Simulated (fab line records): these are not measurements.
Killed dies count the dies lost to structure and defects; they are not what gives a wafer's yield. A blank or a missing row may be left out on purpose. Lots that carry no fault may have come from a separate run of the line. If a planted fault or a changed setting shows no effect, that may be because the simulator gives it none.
8D (eight disciplines) problem report, filled in by code ; flow sky130 ; the parts of the form that need people (team, actions taken, sign-off) are left out

== 1. THE ISSUE ==
VIA4_W_RS at SKY_VIA4_RS_MEAS_19 reads a mean of 0.1347 ohm/sq on 1 wafer of 1 lot; wafers without a fault read 0.2283 ohm/sq with a standard deviation of 0.0023. Relative to the usual mean, that is a shift of -41 standard deviations.
The step: measures by four-point-probe.
First observed at day 44 10:16: wafer L812.6, on filmMetro-01. Wafers with a number at this step in the record: 30, from 10 lots. The rule behind "out" and "out of limits": a value lying over 4 standard deviations away from the usual mean. Any other wafer with a number is counted as sound.

== 2. WHAT IT IS, AND WHAT IT ISN'T ==
question;is;is not
which readings at this step;VIA4_W_RS;-
which lots;L812;L808, L819, L820, L821, L824, L825, L828, L829, L830
which wafers of those lots;L812.6;L812.1, L812.3
read on which gauges;filmMetro-01;filmMetro-02, filmMetro-03
when;from day 44 10:16;"up to then (5 sound wafers); but 24 sound wafers of L819, L820, L821, L824, L825, L828, L829, L830 came after"

== 3. WHAT RULES OUT EACH SUSPECT ==
Counting: if a tool at a process step up to the reading ran every lot that is out, it stays a suspect. Sound lots after the first of them don't rule it out here, since some wafers of a struck lot are sound.
- the gauge at SKY_VIA4_RS_MEAS_19: ruled out. All the wafers that are out were read on filmMetro-01, but those of them that SKY_VIA4_CMP_21 has rows for are out there too, on other tools.
- plasmaAsher-02 at SKY_METAL2_STRIP_20 (strips in O2/N2): kept. It ran the lot that is out, L812 (day 36 23:16); its last sound lot up to then is L808 (day 35 21:33).
- cmp-02 at SKY_VIA2_CMP_02 (polishes SiO2): kept. It ran the lot that is out, L812 (day 37 00:04); its last sound lot up to then is L808 (day 35 22:18).
- cvdW-01 at SKY_VIA4_CVD_18 (deposits W, target thk 505 nm, time 152.14 s): kept. It ran the lot that is out, L812 (day 44 10:07); its last sound lot up to then is L808 (day 43 11:01).
Still standing after the count: plasmaAsher-02 at SKY_METAL2_STRIP_20, cmp-02 at SKY_VIA2_CMP_02, cvdW-01 at SKY_VIA4_CVD_18.

== 4. THE CAUSE (what the simulator had put in) ==
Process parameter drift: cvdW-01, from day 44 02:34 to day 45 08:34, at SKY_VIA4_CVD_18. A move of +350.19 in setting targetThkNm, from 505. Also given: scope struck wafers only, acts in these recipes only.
3 suspects survive the count, and this tool is in that group.

== 5. SEQUENCE OF EFFECTS, ordered by route ==
Each row: a reading where the mean over the struck wafers with a number is more than 3 standard deviations away from the usual. Only readings for which the record gives a usual standard deviation are gone through. hours: the time from each lot's start at the first step in this table that gives one to its start at this step, as a median over the lots. sigmas: the change in usual standard deviations.
hours;step;reading;usual;on struck wafers;change;sigmas
0;SKY_VIA4_RS_MEAS_19;VIA4_W_RS;0.2283 ohm/sq;0.1347;-0.0936;-41
0;SKY_VIA4_THK_MEAS_20;VIA4_W_THK;498 nm;843;+345;+55
0;SKY_VIA4_CMP_21;timeToEndpointS;123 s;220;+97;+26
Here are the process steps it includes:
- SKY_VIA4_CMP_21: polishes, stops on SiO2, t overpolish 25 s, target thk 0 nm.

== 6. WHAT WOULD HAVE CAUGHT IT SOONER ==
8 hours passed between the start of the fault at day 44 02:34 and the first reading out of limits at a measuring or inspecting step in this record, taken at day 44 10:16.
Of the tool readings at SKY_VIA4_CVD_18 for which the record gives a usual standard deviation, none was out on any struck wafer, so an alarm limit of 4 standard deviations on them would not have fired.
All the lots that are out (1) had begun SKY_VIA4_CVD_18 on cvdW-01 by day 44 10:16. Had the tool been put on hold then, not one of them would have been saved.
